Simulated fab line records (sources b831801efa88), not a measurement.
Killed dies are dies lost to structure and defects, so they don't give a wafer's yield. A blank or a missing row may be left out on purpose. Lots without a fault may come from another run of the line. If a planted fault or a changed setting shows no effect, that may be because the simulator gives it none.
fab line records | flow gf180mcu
record lots=5 wafers=15 lastDay=34
route steps=602 shown DNWELL@34 NWELL@42 PASSIVATION@602
lots that met no fault: taken from a fault-free run of the same line
startH: start of the lot's first displayed wafer, in hours after the record's first day | waitH: time in hours since the lot's previous step | " the same as in the row above | L1.1+2: a row that stands for several wafers | - no value, or no start given | * or withheld: withheld | < > ~ a bound
route shown NAME@n: NAME is a module with steps in the file, n the number in the route of the first one | usual: mean/standard deviation of fault-free wafers | same: alike in all rows | chamber/n: place in a boat | sites: per-site readings | _std_site: the values' standard deviation | _edge_site: inner sites' mean taken away from outer sites' mean | radiusMm: for every site, how far away it sits from the centre of the wafer | mask NAME#n: copy n | behind: the most recent tool/chamber to have shaped the wafer | hold: why the lot was held/for how many hours/how that ended | device: transistor that didn't switch, given as n, p or np | end of line: at the end of the route, the tests of the same wafers | where a step has no rows: the recipe by itself | killed: dies that structure and defects cost at the first sort, which is not the same as the wafer's yield | map: shows each die of a wafer: x if killed, . if not, _ if none is there
set.NAME: the run value of the setting; set.NAME@STEP: its run value at that earlier step | model.NAME: the simulator's own value behind a step, which no gauge read
lots at selected steps of the route; one table per step, one row per wafer
services: from which hour (startH, from the record's first day; less than 0 if before it) a tool's chamber was out of use, for how many hours, and why
## steps
# step GF_DNWELL_COAT_02
# recipe spinRpm=2000 resistThkNm=3000
# step GF_DNWELL_SOFTBAKE_03
# recipe tempC=110 timeS=withheld
# step GF_DNWELL_EXPOSE_04
# recipe maskId=DNWELL targetCdNm=1700 na=0.6 sourceShape=conventional sigmaOuter=0.6 doseMj=260
# step GF_DNWELL_PEB_05
# recipe tempC=115 timeS=withheld
# step GF_DNWELL_DEVELOP_06
# recipe wallAngleDeg=90 developTimeS=60 devTempC=23
# step GF_DNWELL_IMPLANT_07
# recipe species=P energyKev=1500 doseCm2=1e+13 tiltDeg=0
# step GF_DNWELL_STRIP_08
# recipe chemistry=O2/N2 powerW=1400 pressureMtorr=1500 platenTempC=250 o2FlowSccm=3000 n2FlowSccm=300 overashFraction=0.5
# usual chamberPressureMTorr=1500.2/1.5 drypumpMotorCurrentA=6.0/0.43 heaterPowerW=326/32 oesProductAu=0.722/0.0047 stripTimeToEndpointS=36.97/0.1
# columns lot.wafer tool chamber startH waitH chamberPressureMTorr drypumpMotorCurrentA heaterPowerW oesProductAu rfHoursCounterH stripTimeToEndpointS
L367.1 plasmaAsher-04 0 63.61 0.1 1499.9 6.4 311 0.723 28 36.91
L367.3 " 0 " " 1499.1 6.5 313 0.719 - 36.91
L367.6 " 1 " " 1501.4 5.2 283 0.730 - 36.93
L369.1 plasmaAsher-04 1 73.77 0.1 1500.1 5.2 277 0.719 29 37.05
L369.2 " 0 " " 1497.3 6.5 310 0.720 29 37.11
L369.4 " 0 " " 1499.2 6.5 315 0.726 - 37.08
L379.1 plasmaAsher-04 1 126.76 0.1 1498.0 5.2 284 0.723 34 37.13
L379.3 " 1 " " 1501.1 5.3 287 0.716 - 37.09
L379.6 " 1 " " 1499.4 5.3 291 0.720 - 37.03
L385.3 plasmaAsher-03 0 165.59 0.1 1500.3 6.3 324 0.722 - 36.99
L385.5 " 1 " " 1502.8 6.1 387 0.726 - 37.03
L385.6 " 0 " " 1499.1 6.3 326 0.712 - 37.02
L386.4 plasmaAsher-02 1 170.44 0.1 1501.6 5.8 331 0.727 - 37.03
L386.5 " 1 " " 1500.3 5.8 328 0.721 - 37.09
L386.6 " 0 " " 1501.9 6.1 349 0.722 - 37.03
# step GF_DNWELL_TW_MEAS_09
# usual DNWELL_TW=1358/8.7
# columns lot.wafer tool chamber startH waitH DNWELL_TW
L367.1 filmMetro-04 - 63.71 0.1 1363
L367.3 " - " " 1364
L367.6 " - " " 1363
L369.1 filmMetro-04 - 73.87 0.1 1362
L369.2 " - " " 1369
L369.4 " - " " 1374
L379.1 filmMetro-01 - 126.90 0.1 1343
L379.3 " - " " 1353
L379.6 " - " " 1355
L385.3 filmMetro-04 - 165.67 0.1 1372
L385.5 " - " " 1374
L385.6 " - " " 1373
L386.4 filmMetro-01 - 170.54 0.1 1357
L386.5 " - " " 1354
L386.6 " - " " 1356
# step GF_NWELL_DEHYDRATE_00
# recipe tempC=200 timeS=60
# step GF_NWELL_HMDS_01
# recipe primeTimeS=60 primeTempC=120
# step GF_NWELL_COAT_02
# recipe spinRpm=2000 resistThkNm=3000
# step GF_NWELL_SOFTBAKE_03
# recipe tempC=110 timeS=withheld
# step GF_NWELL_EXPOSE_04
# recipe maskId=Nwell targetCdNm=860 na=0.6 sourceShape=conventional sigmaOuter=0.6 doseMj=260
# columns lot.wafer tool chamber startH waitH mask
L367.1+3+6 ilineStepper-01 0 70.36 - Nwell#0
L369.1+2+4 ilineStepper-02 0 80.89 - Nwell_R1#0
L379.1+3+6 ilineStepper-02 0 134.36 - Nwell#0
L385.3+5+6 ilineStepper-02 0 173.96 - Nwell#0
L386.4+5+6 ilineStepper-02 0 178.46 - Nwell#0
# step GF_NWELL_PEB_05
# recipe tempC=115 timeS=withheld
# step GF_PASSIVATION_PROBE_99
# columns lot.wafer tool chamber startH waitH hold model.etest.pwellInDnwell.lineOhmUm model.etest.ldpmos_10p0.rOnOhmUm model.etest.pwellInDnwell.widthNm model.etest.nwell.widthNm
L367.1 prober-02 - 705.48 0.1 - 3797 1.107e+04 604.3 856.5
L367.3 prober-02 - 705.58 0.2 - 3826 1.137e+04 603.9 854.3
L367.6 prober-02 - 705.73 0.2 - 3898 1.134e+04 604.3 855.2
L369.1 prober-02 - 717.41 0.1 awaitDispo/2.6h/scrap 4738 1.147e+04 509.5 898.1
L369.2 prober-02 - 717.46 0.1 awaitDispo/2.6h/scrap 4703 1.154e+04 509.1 896.8
L369.4 prober-02 - 717.56 0.2 awaitDispo/2.6h/scrap 4606 1.142e+04 509.9 895.7
L379.1 prober-02 - 779.81 0.1 - 3820 1.127e+04 609.3 848.4
L379.3 prober-02 - 779.91 0.2 - 3879 1.124e+04 610.3 851.8
L379.6 prober-02 - 780.06 0.2 - 3792 1.098e+04 611 852.1
L385.3 prober-02 - 819.78 0.2 - 3742 1.111e+04 604.4 856.7
L385.5 prober-02 - 819.88 0.2 - 3757 1.1e+04 603.4 860.1
L385.6 prober-02 - 819.93 0.2 - 3773 1.108e+04 604.1 855.2
L386.4 prober-01 - 821.60 0.2 - 3952 1.087e+04 602.7 855.8
L386.5 prober-01 - 821.65 0.2 - 4193 1.092e+04 601.2 860.9
L386.6 prober-01 - 821.70 0.2 - 4011 1.089e+04 600.1 859.3
# killed by level:class
L367.1 V4:geometricParticle:open=11 V2:geometricParticle:open=6 V5:geometricParticle:open=4 CONTACT:geometricParticle:open=3 M1:geometricParticle:short=3 V3:geometricParticle:open=3 M2:geometricParticle:short=2 CONTACT:geometricParticle:short=2
L367.3 V2:geometricParticle:open=10 STI:geometricParticle:short=5 CONTACT:geometricParticle:open=5 V4:geometricParticle:short=5 V1:geometricParticle:open=4 V2:geometricParticle:short=4 V3:geometricParticle:short=4 V4:geometricParticle:open=4
L367.6 V3:geometricParticle:open=8 V4:geometricParticle:open=7 V1:geometricParticle:open=4 V5:geometricParticle:open=4 STI:geometricParticle:open=3 M2:geometricParticle:short=3 V5:geometricParticle:short=3 CONTACT:geometricParticle:short=2
L379.1 V1:geometricParticle:open=6 V4:geometricParticle:open=6 CONTACT:geometricParticle:open=5 V2:geometricParticle:open=5 V3:geometricParticle:open=4 V1:geometricParticle:short=3 V3:geometricParticle:short=3 V5:geometricParticle:open=3
L379.3 M1:geometricParticle:short=5 V3:geometricParticle:open=5 V2:geometricParticle:open=5 V1:geometricParticle:short=4 V1:geometricParticle:open=4 V4:geometricParticle:short=4 V5:geometricParticle:open=4 SAB:geometricParticle:short=3
L379.6 V2:geometricParticle:open=5 CONTACT:geometricParticle:open=4 V5:geometricParticle:open=4 V1:geometricParticle:open=4 STI:geometricParticle:short=3 STI:geometricParticle:open=3 CONTACT:geometricParticle:short=3 M1:geometricParticle:open=3
L385.3 V1:geometricParticle:open=6 CONTACT:geometricParticle:short=5 V5:geometricParticle:open=5 CONTACT:geometricParticle:open=4 M1:geometricParticle:short=4 V4:geometricParticle:open=4 V2:geometricParticle:open=3 V3:geometricParticle:open=3
L385.5 V4:geometricParticle:open=5 V3:geometricParticle:short=5 POLY_GATE:geometricParticle:open=4 SALICIDE:geometricParticle:open=3 V4:geometricParticle:short=3 V5:geometricParticle:short=3 V5:geometricParticle:open=3 STI:geometricParticle:short=2
L385.6 CONTACT:geometricParticle:open=8 V1:geometricParticle:open=4 V1:geometricParticle:short=3 V3:geometricParticle:open=3 V4:geometricParticle:open=3 V5:geometricParticle:open=3 POLY_GATE:geometricParticle:open=2 POLY_GATE:geometricParticle:short=2
L386.4 CONTACT:geometricParticle:open=8 V1:geometricParticle:open=4 V1:geometricParticle:short=3 V4:geometricParticle:open=3 V5:geometricParticle:open=3 V5:geometricParticle:short=3 STI:geometricParticle:open=2 CONTACT:geometricParticle:short=2
L386.5 M2:geometricParticle:short=4 V2:geometricParticle:open=4 CONTACT:geometricParticle:short=3 M5:geometricParticle:short=3 STI:geometricParticle:open=2 V1:geometricParticle:open=2 SALICIDE:geometricParticle:open=2 CONTACT:geometricParticle:open=2
L386.6 V2:geometricParticle:open=5 STI:geometricParticle:short=3 V4:geometricParticle:open=3 SALICIDE:geometricParticle:open=2 M2:geometricParticle:short=2 M5:geometricParticle:short=2 STI:geometricParticle:open=1 POLY_GATE:geometricParticle:short=1
# map L386.4 (x killed, . not)
__________.........._________
________x............x_______
______....x.x.......x..._____
_____....................____
____................x...x.___
___......................xx__
__..........x......x.......x_
_.............x......x.......
_...............x............
_............................
_xx.............x.....x......
_.......x.....x.........x.x.x
_............x...............
_...x..x........x............
_....x........x....x.....x...
__x..........xx..x..x......._
___.........x.......x......__
____.....x................___
_____...x................____
______................x._____
________....x........._______
__________..x......._________
# map L385.3 (x killed, . not)
__________.......x.._________
________.............._______
______......x.x......xx._____
_____.x....x...x.........____
____.............x..x.....___
___x........x..............__
__...x........x........x...._
_..x...x.....................
_..x............x............
_x....x...............x....x.
_.x.............xx.x.........
_............x......xx......x
_............................
_..x................x........
_.......................x....
__..x............x.xx......._
___...xx.x.............x...__
____.............x........___
_____...............x....____
______...........x......_____
________.x....x...xx.x_______
__________....x..x.._________
## services
# columns tool chamber startH hours kind
plasmaAsher-02 - 53.86 2.0 repair
plasmaAsher-03 - 64.76 1.3 repair
plasmaAsher-02 - 76.49 0.4 repair
ilineStepper-01 - 78.17 1.7 pm
plasmaAsher-02 - 90.60 2.8 repair
ilineStepper-02 - 94.05 2.2 repair
ilineStepper-02 - 106.34 1.7 pm
plasmaAsher-02 - 108.75 9.0 pm
plasmaAsher-02 0 108.75 9.0 ventCycle
plasmaAsher-02 1 108.75 9.0 ventCycle
plasmaAsher-04 - 110.64 5.7 repair
plasmaAsher-02 0 117.75 - clean
plasmaAsher-02 1 117.75 - clean
ilineStepper-01 - 129.46 2.1 pm
ilineStepper-01 - 131.54 - consumableReplace:lamp
ilineStepper-01 - 140.98 2.3 repair
plasmaAsher-03 - 154.53 3.4 repair
## key
firstSign step=GF_NWELL_EXPOSE_04 reading=mask direction=changed
effect step=GF_PASSIVATION_PROBE_99 reading=hold direction=added
modelEffect step=GF_PASSIVATION_PROBE_99 value=etest.pwellInDnwell.lineOhmUm without=3958 struck=4682
metAt GF_NWELL_EXPOSE_04
struckWafers L369.1,L369.2,L369.4
sortLeftOut L369.1,L369.2,L369.4
testerLeftOut L369
fault kind=wrongMask tool=any chamber=- onsetH=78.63 steps=GF_NWELL_EXPOSE_04 auxCopy=Nwell_R1#0 cdOffsetNm=129 scope=struckLotsOnly
# testerLeftOut: of these lots the tester's yield and bins aren't shown, on N5 and GAA mostly nor the transistor test; their killed dies are dies lost to structure and defects alone, not to doping, threshold or leakage, so they don't give the yield
# sortLeftOut: the simulated sort isn't trusted on such a fault, so these wafers' sort isn't shown, and their yield isn't known
